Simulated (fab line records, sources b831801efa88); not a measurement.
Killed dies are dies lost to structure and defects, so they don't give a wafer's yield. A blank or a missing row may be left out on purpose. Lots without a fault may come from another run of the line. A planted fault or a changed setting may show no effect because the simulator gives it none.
fab line records | flow sfq_line
record lots=14 wafers=42 last_day=80
route steps=325 shown L0V@16 M0@41 I1@74
lots that met no fault: from a run of the same line without faults
start_h: hours from the record's first day to the start of the lot's first wafer shown | wait_h: hours since the lot's step before | " the same as in the row above | L1.1+2: a row that stands for several wafers | - no value, or no start given | * or withheld: withheld | < > ~ a bound
route shown NAME@n: a module of which the file shows steps, and the number in the route of the first | usual: mean/standard deviation of fault-free wafers | same: alike in all rows | chamber/n: place in a boat | sites: the reading at each site | _std_site: their standard deviation | _edge_site: outer sites' mean less inner sites' | radius_mm: how far each site lies from the wafer's centre | mask NAME#n: copy n | behind: the tool/chamber that last shaped the wafer | hold: why the lot was held/for how many hours/how that ended | device: the transistor (n, p or np) that didn't switch | end of line: the same wafers' tests at the end of the route | a step without rows: its recipe alone | killed: dies lost to structure and defects at the first sort, not the wafer's yield | map: a wafer's dies, x killed, . not, _ none there
set.NAME: the setting as run; set.NAME@STEP: as run at that earlier step | model.NAME: the simulator's own value behind a step, which no gauge read
steps of the route over a sample of lots; a table a step, a row a wafer
services: from which hour (start_h, from the record's first day; less than 0 if before it) a tool's chamber was out of use, for how many hours, and why
## steps
# step SFQ_TRILAYER_L0_CAP_PECVD_011
# recipe material=SiO2 temp_c=150 time_s=13.333 pressure_torr=2.4 rf_w=183.3 precursor=SiH4/N2O target_thk_nm=60
# usual chamber_pressure_Torr=2.401/0.0058 heater_power_w=82/16 rf_fwd_power_W=180.5/1 throttle_valve_pct=24.9/1.6
# same time_s=13.333
# columns lot.wafer tool chamber start_h wait_h chamber_pressure_Torr heater_power_w rf_fwd_power_W throttle_valve_pct
L595.1 pecvd-04 2 62.20 0.0 2.402 75 180.2 24.0
L595.3 " 1 " " 2.396 111 181.6 23.9
L595.4 " 1 " " 2.394 112 181.2 24.1
L596.1 pecvd-04 2 68.20 0.0 2.391 71 178.9 23.8
L596.5 " 0 " " 2.397 73 180.6 24.7
L596.6 " 1 " " 2.395 110 180.9 24.1
L597.2 pecvd-03 0 73.10 0.0 2.400 97 180.4 23.2
L597.3 " 1 " " 2.410 81 181.4 24.4
L597.4 " 2 " " 2.405 91 180.9 24.3
L599.4 pecvd-02 0 85.11 0.0 2.396 83 179.6 28.1
L599.5 " 2 " " 2.403 62 180.7 24.3
L599.6 " 1 " " 2.402 64 178.3 24.9
L601.1 pecvd-03 1 98.81 0.0 2.401 80 181.3 24.2
L601.2 " 2 " " 2.391 99 181.1 24.3
L601.4 " 2 " " 2.394 101 181.4 23.9
L602.1 pecvd-04 0 108.00 0.0 2.405 81 179.9 25.0
L602.3 " 1 " " 2.392 106 181.4 24.1
L602.5 " 1 " " 2.392 105 181.5 24.2
L608.1 pecvd-04 0 138.48 0.0 2.401 81 180.3 25.0
L608.4 " 0 " " 2.402 81 179.6 25.1
L608.5 " 2 " " 2.401 84 180.6 24.1
L610.2 pecvd-03 2 146.88 0.0 2.406 103 181.2 24.5
L610.4 " 1 " " 2.405 75 181.1 24.6
L610.6 " 0 " " 2.395 103 180.3 23.2
L611.1 pecvd-03 2 155.45 0.0 2.386 102 182.2 24.1
L611.2 " 1 " " 2.400 80 181.5 24.6
L611.5 " 1 " " 2.396 83 181.3 24.4
L612.3 pecvd-03 1 163.23 0.0 2.403 81 180.6 24.5
L612.5 " 1 " " 2.407 83 181.6 24.6
L612.6 " 2 " " 2.395 94 180.4 24.2
L613.1 pecvd-02 0 166.83 0.0 2.402 91 179.6 28.7
L613.4 " 0 " " 2.406 89 180.1 28.6
L613.6 " 1 " " 2.397 60 179.5 25.0
L614.2 pecvd-03 2 171.63 0.0 2.405 107 180.4 24.2
L614.3 " 1 " " 2.407 87 182.3 24.7
L614.5 " 0 " " 2.408 94 180.9 23.0
L616.1 pecvd-02 2 183.63 0.0 2.408 61 180.1 24.3
L616.2 " 0 " " 2.398 88 180.3 28.7
L616.6 " 2 " " 2.406 63 181.8 24.2
L618.1 pecvd-02 2 192.03 0.0 2.409 60 180.7 24.2
L618.3 " 1 " " 2.398 52 179.3 24.9
L618.5 " 2 " " 2.403 60 180.9 24.3
# step SFQ_TRILAYER_L0_VIA_ETCH_VIA_ETCH_016
# recipe target=SiO2 stop_on=MoNx_KI mask_material=PR chemistry=CHF3 target_depth_nm=80 source_w=500 bias_w=80 pressure_mtorr=30 time_s=withheld
# usual chamber_pressure_mTorr=30.001/0.029 drypump_motor_current_A=5.7/0.45 oes_product_au=0.840/0.0094 rf_fwd_power_W=495.3/2
# columns lot.wafer tool chamber start_h wait_h chamber_pressure_mTorr drypump_motor_current_A oes_product_au rf_fwd_power_W
L595.1 rie_diel-01 3 100.70 0.0 30.006 6.2 0.845 493.8
L595.3 " 2 " " 30.008 5.8 0.853 493.1
L595.4 " 1 " " 29.985 5.8 0.860 495.1
L596.1 rie_diel-03 0 105.50 0.0 30.013 4.7 0.843 496.0
L596.5 " 0 " " 29.989 4.8 0.843 496.0
L596.6 " 3 " " 30.017 5.9 0.847 496.6
L597.2 rie_diel-01 1 107.90 0.0 30.019 5.8 0.830 494.4
L597.3 " 3 " " 29.971 6.2 0.839 497.1
L597.4 " 2 " " 30.045 5.8 0.848 495.0
L599.4 rie_diel-04 1 124.25 0.0 29.981 6.6 0.847 497.0
L599.5 " 1 " " 29.983 6.6 0.852 496.4
L599.6 " 0 " " 30.008 5.7 0.837 497.0
L601.1 rie_diel-01 1 138.65 0.0 30.032 5.8 0.834 495.2
L601.2 " 2 " " 30.020 5.8 0.839 496.2
L601.4 " 3 " " 29.969 6.2 0.856 497.6
L602.1 rie_diel-01 3 144.65 0.0 30.040 6.2 0.841 491.1
L602.3 " 2 " " 29.985 5.8 0.852 494.9
L602.5 " 3 " " 29.953 6.2 0.852 494.2
L608.1 rie_diel-04 1 175.85 0.0 30.024 6.6 0.849 495.1
L608.4 " 0 " " 29.996 5.7 0.865 494.7
L608.5 " 3 " " 30.041 5.3 0.868 495.9
L610.2 rie_diel-04 0 183.05 0.0 29.968 5.7 0.839 492.4
L610.4 " 2 " " 29.964 6.0 0.839 496.3
L610.6 " 0 " " 30.006 5.7 0.837 494.2
L611.1 rie_diel-04 2 195.05 0.0 30.025 6.0 0.838 500.2
L611.2 " 0 " " 30.024 5.7 0.829 497.3
L611.5 " 1 " " 29.992 6.6 0.839 493.0
L612.3 rie_diel-04 1 207.88 0.0 30.024 6.6 0.822 496.8
L612.5 " 2 " " 29.983 6.0 0.839 497.9
L612.6 " 1 " " 30.022 6.6 0.849 493.9
L613.1 rie_diel-03 1 211.48 0.0 29.994 5.4 0.827 495.7
L613.4 " 3 " " 29.989 5.8 0.836 498.1
L613.6 " 1 " " 29.989 5.4 0.825 494.8
L614.2 rie_diel-03 1 215.08 0.0 30.017 5.5 0.843 493.6
L614.3 " 2 " " 29.960 5.7 0.828 497.8
L614.5 " 3 " " 29.986 5.8 0.825 497.5
L616.1 rie_diel-03 1 229.48 0.0 29.977 5.4 0.836 493.3
L616.2 " 3 " " 29.977 5.9 0.832 494.4
L616.6 " 1 " " 30.019 5.4 0.842 494.2
L618.1 rie_diel-03 1 240.38 0.0 29.944 5.4 0.833 494.5
L618.3 " 2 " " 29.997 5.7 0.832 498.4
L618.5 " 3 " " 30.058 5.9 0.836 496.9
# step SFQ_TRILAYER_M0_STRIP_STRIP_025
# recipe gas=O2 power_w=200 platen_temp_c=40 overash_fraction=0.65 chemistry=O2 pressure_mtorr=50
# usual chamber_pressure_mTorr=50.00/0.045 drypump_motor_current_A=5.4/0.39 oes_product_au=1.000/0.011
# same overash_fraction=0.65
# columns lot.wafer tool chamber start_h wait_h chamber_pressure_mTorr drypump_motor_current_A oes_product_au rf_hours_counter_h
L595.1 rie_metal-04 1 164.97 0.1 50.10 4.8 1.010 165
L595.3 " 0 " " 49.95 5.1 1.017 -
L595.4 " 1 " " 49.94 4.8 1.003 -
L596.1 rie_metal-04 0 169.77 0.1 50.06 5.1 0.997 129
L596.5 " 0 " " 50.05 5.1 1.013 -
L596.6 " 1 " " 50.00 4.9 1.008 -
L597.2 rie_metal-03 0 173.37 0.1 49.96 5.3 1.003 111
L597.3 " 1 " " 49.94 5.4 1.006 -
L597.4 " 0 " " 50.01 5.3 1.004 -
L599.4 rie_metal-03 0 190.37 0.2 49.96 5.3 0.990 -
L599.5 " 1 " " 50.08 5.4 1.024 -
L599.6 " 0 " " 50.00 5.3 1.006 -
L601.1 rie_metal-02 0 202.17 0.1 49.91 5.8 0.987 46
L601.2 " 1 " " 49.94 5.9 0.984 9
L601.4 " 1 " " 49.93 5.9 0.983 -
L602.1 rie_metal-04 1 210.57 0.1 50.01 4.8 1.005 175
L602.3 " 0 " " 50.05 5.0 1.004 -
L602.5 " 0 " " 50.03 5.1 1.004 -
L608.1 rie_metal-04 0 244.17 0.1 50.09 5.1 1.004 143
L608.4 " 0 " " 49.97 5.1 1.016 -
L608.5 " 1 " " 50.06 4.9 1.004 -
L610.2 rie_metal-02 1 256.27 0.1 49.98 6.0 0.991 18
L610.4 " 0 " " 49.89 5.7 0.996 -
L610.6 " 1 " " 50.04 5.9 0.989 -
L611.1 rie_metal-03 0 267.07 0.1 49.97 5.3 1.012 126
L611.2 " 1 " " 49.94 5.4 1.016 125
L611.5 " 0 " " 50.04 5.3 1.003 -
L612.3 rie_metal-02 1 280.27 0.2 49.98 5.9 0.985 -
L612.5 " 0 " " 50.01 5.7 0.984 -
L612.6 " 1 " " 49.96 5.9 0.970 -
L613.1 rie_metal-02 1 283.67 0.1 49.97 5.9 0.974 23
L613.4 " 1 " " 49.96 5.9 0.979 -
L613.6 " 1 " " 49.98 5.9 0.971 -
L614.2 rie_metal-02 0 288.47 0.1 49.99 5.8 1.001 62
L614.3 " 0 " " 50.04 5.8 1.009 -
L614.5 " 0 " " 49.97 5.8 0.991 -
L616.1 rie_metal-02 0 308.87 0.1 49.93 5.7 0.997 65
L616.2 " 1 " " 49.95 5.9 0.987 28
L616.6 " 0 " " 49.95 5.7 0.991 -
L618.1 rie_metal-04 1 317.27 0.1 49.98 4.9 1.000 3
L618.3 " 1 " " 50.02 4.9 1.003 -
L618.5 " 0 " " 50.02 5.0 1.005 -
# step SFQ_TRILAYER_I1_CMP_CMP_046
# recipe material=SiO2 down_force_psi=3 platen_rpm=60 pad_velocity_m_s=0.94248
# usual motor_current_A=9.9/0.52 platen_rpm=60.00/0.043 time_to_endpoint_s=216/8.5
# columns lot.wafer tool chamber start_h wait_h motor_current_A platen_rpm time_to_endpoint_s
L595.1 cmp-02 1 281.98 0.1 10.3 60.04 219
L595.3 " 3 282.98 1.0 9.6 59.96 205
L595.4 " 0 " " 9.9 59.98 218
L596.1 cmp-02 3 285.48 1.2 9.6 60.04 209
L596.5 " 2 286.98 2.6 9.7 60.01 219
L596.6 " 3 " " 9.9 60.01 215
L597.3 cmp-01 1 292.92 4.2 11.0 60.07 198
L597.4 " 2 " " 10.7 60.01 220
L597.2 " 0 294.42 5.7 9.7 59.98 224
L599.4 cmp-01 1 311.96 5.3 10.1 60.02 209
L599.6 " 2 " " 10.9 60.01 219
L599.5 " 3 " " 10.8 60.11 221
L601.2 cmp-02 2 326.98 3.4 9.5 59.99 232
L601.1 " 3 " " 9.9 60.03 233
L601.4 " 0 " " 9.4 60.04 251
L602.1 cmp-02 0 336.98 2.7 9.5 59.95 254
L602.3 " 1 " " 9.4 60.06 258
L602.5 " 3 338.48 4.2 9.6 59.98 241
L608.1 cmp-01 0 375.86 4.4 9.9 59.95 239
L608.4 " 1 " " 10.6 60.03 221
L608.5 " 2 " " 10.4 60.06 223
L610.4 cmp-02 3 394.43 2.1 10.3 60.03 222
L610.2 " 0 " " 9.1 60.08 220
L610.6 " 0 396.93 4.6 9.6 59.94 220
L611.2 cmp-02 2 397.43 2.7 9.8 60.05 210
L611.1 " 1 398.93 4.2 9.7 59.96 224
L611.5 " 3 399.93 5.2 10.2 60.04 211
L612.3 cmp-01 0 407.53 3.2 10.1 60.02 222
L612.6 " 3 409.03 4.7 10.5 60.00 229
L612.5 " 0 " " 9.5 59.99 227
L613.4 cmp-02 2 416.43 0.7 9.5 60.00 224
L613.1 " 1 417.93 2.3 10.3 59.95 230
L613.6 " 2 " " 9.4 60.03 216
L614.2 cmp-02 2 433.61 10.2 9.8 59.99 214
L614.3 " 1 435.11 11.7 10.1 60.08 217
L614.5 " 2 " " 9.2 59.96 220
L616.2 cmp-02 2 452.11 2.3 9.4 59.93 208
L616.1 " 3 " " 9.4 59.97 211
L616.6 " 2 454.11 4.3 9.3 59.97 214
L618.1 cmp-02 0 461.11 5.3 9.4 60.01 208
L618.3 " 2 462.11 6.3 9.6 60.03 200
L618.5 " 3 " " 9.9 59.96 203
# step SFQ_TRILAYER_I1_METRO_MEASURE_047
# usual thk_nm=200.0/1.3
# columns lot.wafer tool chamber start_h wait_h thk_nm
L595.1 film_metro-04 - 285.10 0.1 201.6
L595.3 " - " " 199.5
L595.4 " - " " 199.8
L596.1 film_metro-04 - 288.10 0.1 198.9
L596.5 " - " " 199.5
L596.6 " - " " 198.9
L597.2 film_metro-02 - 296.24 0.3 201.3
L597.3 " - " " 197.6
L597.4 " - " " 198.3
L599.4 film_metro-03 - 314.18 0.6 199.5
L599.5 " - " " 200.3
L599.6 " - " " 199.9
L601.1 film_metro-04 - 330.10 0.1 148.8
L601.2 " - " " 149.4
L601.4 " - " " 150.5
L602.1 film_metro-03 - 339.10 0.1 149.8
L602.3 " - " " 151.1
L602.5 " - " " 147.7
L608.1 film_metro-02 - 377.98 0.1 201.9
L608.4 " - " " 198.2
L608.5 " - " " 200.2
L610.2 film_metro-04 - 397.75 0.3 202.0
L610.4 " - " " 198.9
L610.6 " - " " 201.6
L611.1 film_metro-04 - 400.55 0.1 201.1
L611.2 " - " " 200.3
L611.5 " - " " 199.0
L612.3 film_metro-04 - 410.55 0.5 201.9
L612.5 " - " " 202.0
L612.6 " - " " 200.4
L613.1 film_metro-03 - 419.55 0.1 203.2
L613.4 " - " " 200.8
L613.6 " - " " 199.9
L614.2 film_metro-02 - 436.93 0.3 199.0
L614.3 " - " " 201.1
L614.5 " - " " 199.5
L616.1 film_metro-02 - 454.73 0.1 198.9
L616.2 " - " " 200.7
L616.6 " - " " 200.7
L618.1 film_metro-02 - 463.73 0.1 201.2
L618.3 " - " " 200.0
L618.5 " - " " 198.6
# step SFQ_TRILAYER_I1_VIA_ETCH_VIA_ETCH_052
# recipe target=SiO2 stop_on=Nb mask_material=PR taper_deg=20 chemistry=CHF3 target_depth_nm=260 source_w=500 bias_w=80 pressure_mtorr=30 time_s=withheld
# usual chamber_pressure_mTorr=30.001/0.024 drypump_motor_current_A=5.6/0.41 oes_product_au=0.855/0.0053 rf_fwd_power_W=498.4/1.5
# columns lot.wafer tool chamber start_h wait_h chamber_pressure_mTorr drypump_motor_current_A oes_product_au rf_fwd_power_W
L595.1 rie_diel-03 2 346.49 0.0 30.011 5.7 0.860 497.9
L595.3 " 3 " " 29.978 5.8 0.853 499.2
L595.4 " 1 " " 29.977 5.4 0.862 499.1
L596.1 rie_diel-04 1 348.89 0.0 29.994 6.6 0.858 496.0
L596.5 " 3 " " 29.988 5.3 0.859 498.2
L596.6 " 2 " " 30.002 6.0 0.848 500.9
L597.2 rie_diel-04 2 356.09 0.0 30.015 6.0 0.858 499.4
L597.3 " 1 " " 29.991 6.6 0.850 501.0
L597.4 " 3 " " 30.027 5.3 0.848 496.1
L599.4 rie_diel-03 1 379.31 0.0 29.987 5.5 0.854 496.9
L599.5 " 1 " " 30.021 5.4 0.860 499.0
L599.6 " 2 " " 30.004 5.7 0.861 498.3
L601.1 rie_diel-03 2 392.51 0.0 29.977 5.7 0.741 499.1
L601.2 " 3 " " 29.973 5.9 0.734 498.9
L601.4 " 0 " " 29.966 4.8 0.739 499.7
L602.1 rie_diel-03 3 400.91 0.0 30.000 5.9 0.733 500.4
L602.3 " 1 " " 29.967 5.5 0.733 500.2
L602.5 " 0 " " 30.010 4.8 0.729 496.3
L608.1 rie_diel-04 2 441.61 0.0 30.001 6.0 0.861 498.1
L608.4 " 2 " " 30.001 6.0 0.845 497.4
L608.5 " 1 " " 29.972 6.5 0.858 497.0
L610.2 rie_diel-03 3 466.36 0.0 29.994 5.9 0.857 496.8
L610.4 " 1 " " 30.046 5.5 0.859 499.0
L610.6 " 0 " " 30.037 4.8 0.860 499.4
L611.1 rie_diel-02 1 468.76 0.0 29.973 5.5 0.857 497.3
L611.2 " 2 " " 29.972 5.8 0.855 497.8
L611.5 " 3 " " 29.984 5.8 0.855 496.6
L612.3 rie_diel-02 3 480.76 0.0 29.959 5.8 0.859 499.6
L612.5 " 3 " " 29.972 5.8 0.861 500.5
L612.6 " 2 " " 29.967 5.8 0.866 497.3
L613.1 rie_diel-02 3 486.76 0.0 29.979 5.8 0.858 496.3
L613.4 " 0 " " 30.005 6.1 0.856 498.5
L613.6 " 0 " " 30.002 6.0 0.858 496.6
L614.2 rie_diel-02 3 501.16 0.0 30.037 5.8 0.850 497.6
L614.3 " 2 " " 29.993 5.8 0.862 500.5
L614.5 " 1 " " 29.948 5.4 0.855 500.8
L616.1 rie_diel-04 2 517.49 0.0 29.982 6.0 0.852 498.1
L616.2 " 0 " " 29.998 5.7 0.871 499.3
L616.6 " 0 " " 30.013 5.7 0.851 499.1
L618.1 rie_diel-04 3 527.09 0.0 30.044 5.3 0.849 498.7
L618.3 " 0 " " 29.995 5.7 0.853 497.8
L618.5 " 3 " " 30.045 5.3 0.850 497.8
## services
# columns tool chamber start_h hours kind
rie_diel-03 2 60.04 23.5 repair
cmp-02 - 60.75 1.2 repair
rie_diel-04 - 60.97 0.7 repair
cmp-02 - 64.97 4.0 pm
cmp-02 - 66.47 1.0 repair
cmp-02 - 89.39 0.9 repair
rie_diel-04 1 128.12 5.8 repair
cmp-02 - 143.76 0.8 repair
cmp-02 - 169.59 2.5 repair
cmp-02 - 170.78 0.5 repair
rie_diel-03 3 197.38 3.5 repair
rie_diel-04 - 212.85 0.2 repair
cmp-02 - 213.45 0.8 repair
cmp-02 - 226.28 5.6 pm
rie_diel-04 2 251.28 5.1 repair
rie_diel-04 0 274.71 7.4 repair
rie_diel-03 - 277.26 2.8 pm
rie_diel-04 0 286.19 10.9 repair
rie_diel-04 - 287.09 0.8 repair
rie_diel-04 1 303.30 36.5 repair
rie_diel-04 - 314.66 1.0 repair
rie_diel-04 - 332.86 0.4 repair
rie_diel-03 3 356.66 2.7 repair
rie_diel-04 1 360.34 26.8 repair
## key
first_sign step=SFQ_TRILAYER_I1_CMP_CMP_046 reading=time_to_endpoint_s direction=up sigmas=3.3 usual=* struck=*
effect step=SFQ_TRILAYER_I1_METRO_MEASURE_047 reading=thk_nm direction=down sigmas=39 usual=200.0 struck=149.6
effect step=SFQ_TRILAYER_I1_VIA_ETCH_VIA_ETCH_052 reading=oes_product_au direction=down sigmas=23 usual=0.855 struck=0.735
met_at SFQ_TRILAYER_I1_CMP_CMP_046
struck_lots L601,L602
not_acting_at SFQ_TRILAYER_L0_CAP_PECVD_011,SFQ_TRILAYER_L0_VIA_ETCH_VIA_ETCH_016,SFQ_TRILAYER_M0_STRIP_STRIP_025
onset_between 285.48 326.98
fault kind=process_parameter_drift tool=cmp-02 chamber=- onset_h=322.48 steps=SFQ_TRILAYER_I1_CMP_CMP_046 channel=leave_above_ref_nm offset=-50 shape=step end_h=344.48 acts_in=these_recipes_only stated=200
